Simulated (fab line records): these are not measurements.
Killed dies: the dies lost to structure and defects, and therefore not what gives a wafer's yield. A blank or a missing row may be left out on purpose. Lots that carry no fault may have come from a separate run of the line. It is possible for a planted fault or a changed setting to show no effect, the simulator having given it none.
A struck lot beside a sound one / flow sky130 / 15 steps out of a route of 708
Sound: the wafers L633.3, L633.5, L633.6. Wafers struck: L640.3, L640.4, L640.6. The cause is named last.
Per side, at each step with rows, come the tool, then ch with its chambers, and then its first start. Under that, the readings that differ: sound wafers / struck wafers / difference of the means / sigmas: that difference in standard deviations of wafers without a fault.
alike: readings whose means differ by less than 2 such deviations, and words and numbers that are the same on both sides. not compared: withheld readings, readings that some wafer has no value for, bounds like >300 that may hide the same value, and numbers for which the record gives no deviation and whose values overlap.
A row with sigmas, a row that says differs or no value, or rows on one side alone: a step with any of these is where the two part. When numbers do not overlap yet have no deviation, they are printed without sigmas and do not part them. Lack of a reading on every wafer of one side parts them only where that side has two or more wafers.

first, 5 steps without rows for these wafers: SKY_LDD_LDN_COAT_02 (resist thk 1140 nm); SKY_LDD_LDN_SOFTBAKE_03 (time 60 s); SKY_LDD_LDN_EXPOSE_04 (exposes mask LDNTM, target cd 700 nm); SKY_LDD_LDN_PEB_05; SKY_LDD_LDN_DEVELOP_06 (develop time 60 s).
SKY_LDD_LDN_OVL_MEAS_07:
  sound on overlay-02, day 22 01:54; struck on overlay-01, day 26 08:52
  alike: LDD_LDN_OVL
then, 4 steps without rows for these wafers: SKY_LDD_LDN_IMPLANT_08; SKY_LDD_LDN_IMPLANT_09; SKY_LDD_LDN_IMPLANT_10; SKY_LDD_LDN_IMPLANT_11.
SKY_LDD_LDN_STRIP_12: strips in O2/N2.
  sound on plasma asher-04 ch 0,1, day 22 02:33; struck on plasma asher-01 ch 0,1, day 26 09:32
  alike: drypump motor current A, oes product au, strip time to endpoint s
  not compared: rf hours counter h
SKY_LDD_LDN_TW_MEAS_13:
  sound on film metro-03, day 22 02:38; struck on film metro-04, day 26 09:37
  alike: LDD_LDN_TW
SKY_LDD_LDN_CLEAN_14: cleans in SC1/SC2, time 150 s.
  sound on wet bench-03 ch 2, day 22 02:41; struck on wet bench-02 ch 3, day 26 09:40
  no value came back on the struck wafers for bath guard temp C (C), bath heat duty pct (%); on the sound wafers bath guard temp C (C) reads 69.7 69.4 69.5
then, 1 step without rows for these wafers: SKY_SPACER_CVD_00 (deposits Si3N4 from DCS/NH3, target thk 43.1 nm, time 740 s).
-- the record jumps here: 22 days lie between the struck wafers' starts before and after (it left off in module SPACER and takes up again in module PAD_OPEN, whose first step shown is number 708 of the route) --
SKY_PAD_OPEN_PROBE_99:
  sound on prober-01, day 45 08:17; struck on prober-01, day 48 05:53
reading=model.etest.diode nwell sub.leak log10 a cm2; sound=-7.045 -7.442 -7.402; struck=-6.823 -6.589 -6.674; difference=+0.601; sigmas=
reading=model.etest.diode dnwell sub.leak log10 a cm2; sound=-7.215 -7.28 -7.315; struck=-6.846 -6.892 -7.029; difference=+0.348; sigmas=
reading=model.etest.diode pwell dnwell.leak log10 a cm2; sound=-7.578 -7.703 -7.311; struck=-6.872 -7.151 -6.756; difference=+0.604; sigmas=
reading=model.etest.nfet_16v.off log10 a um; sound=-14.01 -13.77 -13.76; struck=-13.67 -13.65 -13.71; difference=+0.17; sigmas=
  alike: killed_at_M0_to_M3, killed_at_M4_up, killed at contacts, killed at front end, killed at other, killed dies, killed open, killed short
  not compared: model.etest.diode ndiff pwell hv.leak log10 a cm2, model.etest.diode pdiff nwell hv.leak log10 a cm2, model.etest.pfet_16v.off log10 a um

WHERE THEY PART
Within this record, at SKY_LDD_LDN_CLEAN_14 only. Later steps at which nothing parts them and some readings are alike: SKY_PAD_OPEN_PROBE_99.

WHY: what the simulator had put in
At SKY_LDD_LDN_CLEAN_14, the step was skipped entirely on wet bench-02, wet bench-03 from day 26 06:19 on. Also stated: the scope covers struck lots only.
